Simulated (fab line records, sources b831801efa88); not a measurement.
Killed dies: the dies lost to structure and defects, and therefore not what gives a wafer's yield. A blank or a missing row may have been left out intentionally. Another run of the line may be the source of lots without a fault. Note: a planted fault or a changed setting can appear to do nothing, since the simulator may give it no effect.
A lot that was struck, set against a sound lot    flow gf180mcu    16 steps out of a route of 602
Sound: wafers L632.1, L632.2, L632.3. Wafers struck: L638.3, L638.4, L638.5. The cause is named last.
Each step with rows lists, per side, the tool, then ch with its chambers, then its first start. Under that, the readings that differ: sound wafers    struck wafers    difference of the means    sigmas: that difference in standard deviations of wafers without a fault.
alike: same words and numbers on both sides, and readings whose means sit less than 2 such deviations apart. not compared: any withheld reading, any reading some wafer has no value for, any bound like >300 that may hide the same value, and any number with overlapping values for which the record gives no deviation.
Wherever a step has rows on one side only, a row that says differs or no value, or a row with sigmas, the two part there. Numbers that don't overlap but have no deviation are shown without sigmas and don't part them. A reading that every wafer of one side lacks parts them only if that side has two wafers or more.

first, 3 steps without rows for these wafers: GF_M5_EXPOSE_04 (exposes mask Metal5, target cd 280 nm); GF_M5_PEB_05 (peb time 90 s); GF_M5_DEVELOP_06 (develop time 60 s).
GF_M5_CD_MEAS_07: target cd 280 nm.
  sound on cdSem-01 at day 26 23:08; struck on cdSem-02 at day 28 20:05
  alike: cdNm
GF_M5_OVL_MEAS_08:
  sound on overlay-01 at day 26 23:16; struck on overlay-01 at day 28 20:11
  alike: M5_OVL
GF_M5_ETCH_09: etches Si3N4 in CF4/O2, target depth 52 nm, time 11.6 s.
  sound on rieDiel-04 ch 1,2,3, day 26 23:18; struck on rieDiel-03 ch 0,1,2, day 28 20:12
  alike: drypumpMotorCurrentA, oesProductAu, throttleValvePct
  not compared: rfHoursCounterH
GF_M5_METAL_ETCH_10: etches the open film in Cl2/BCl3, stops on SiO2, target depth 750.8 nm, time 125.1 s.
  sound on rieMetal-01 ch 0,1, day 26 23:19; struck on rieMetal-02 ch 0,1, day 28 20:16
reading                   sound        struck       difference  sigmas
drypumpMotorCurrentA (A)  5.2 5.7 5.2  6.5 6.4 6.5  +1.1        +2
  alike: oesProductAu, throttleValvePct
  not compared: rfHoursCounterH
GF_M5_STRIP_11: strips in O2/N2.
  sound on plasmaAsher-03 ch 0,1, day 26 23:27; struck on plasmaAsher-02 ch 0,1, day 28 20:23
  alike: drypumpMotorCurrentA, heaterPowerW, o2FlowSccm, oesProductAu, stripTimeToEndpointS
  not compared: rfHoursCounterH
then, 3 steps without rows for these wafers: GF_M5_STRIP_12 (strips in post etch residue remover, time 1200 s); GF_M5_CLEAN_13 (cleans in DIW); GF_V5_CVD_00 (deposits SiO2, target thk 300 nm, time 50 s).
GF_V5_THK_MEAS_01:
  sound on filmMetro-01 at day 27 00:02; struck on filmMetro-01 at day 28 20:57
  alike: V5_CVD_00_THK
GF_V5_CVD_02: deposits SiO2 from TEOS, target thk 1450 nm, time 163.28 s.
  sound on pecvd-04 ch 0,1,2, day 27 00:06; struck on pecvd-04 ch 0,2, day 28 20:59
reading                             sound           struck          difference  sigmas
model.SiO2_of_V5_CVD_02.thkNm (nm)  1437 1428 1450  1909 1956 1927  +492        
  alike: heaterPowerW
GF_V5_THK_MEAS_03:
  sound on filmMetro-02 at day 27 00:13; struck on filmMetro-03 at day 28 21:07
reading             sound           struck          difference  sigmas
V5_CVD_02_THK (nm)  1437 1429 1451  1910 1954 1925  +491        +29
GF_V5_CMP_04: polishes SiO2.
  sound on cmp-01 ch 0,2,3, day 27 00:19; struck on cmp-02 ch 0,3, day 28 21:10
  alike: motorCurrentA
then, 1 step without rows for these wafers: GF_PASSIVATION_PROBE_99.

== WHERE THEY PART ==
Earliest at GF_M5_METAL_ETCH_10; latest, in this record, at GF_V5_THK_MEAS_03. Later steps at which nothing parts them and some readings are alike: GF_V5_CMP_04.

WHY: whatever the simulator had introduced
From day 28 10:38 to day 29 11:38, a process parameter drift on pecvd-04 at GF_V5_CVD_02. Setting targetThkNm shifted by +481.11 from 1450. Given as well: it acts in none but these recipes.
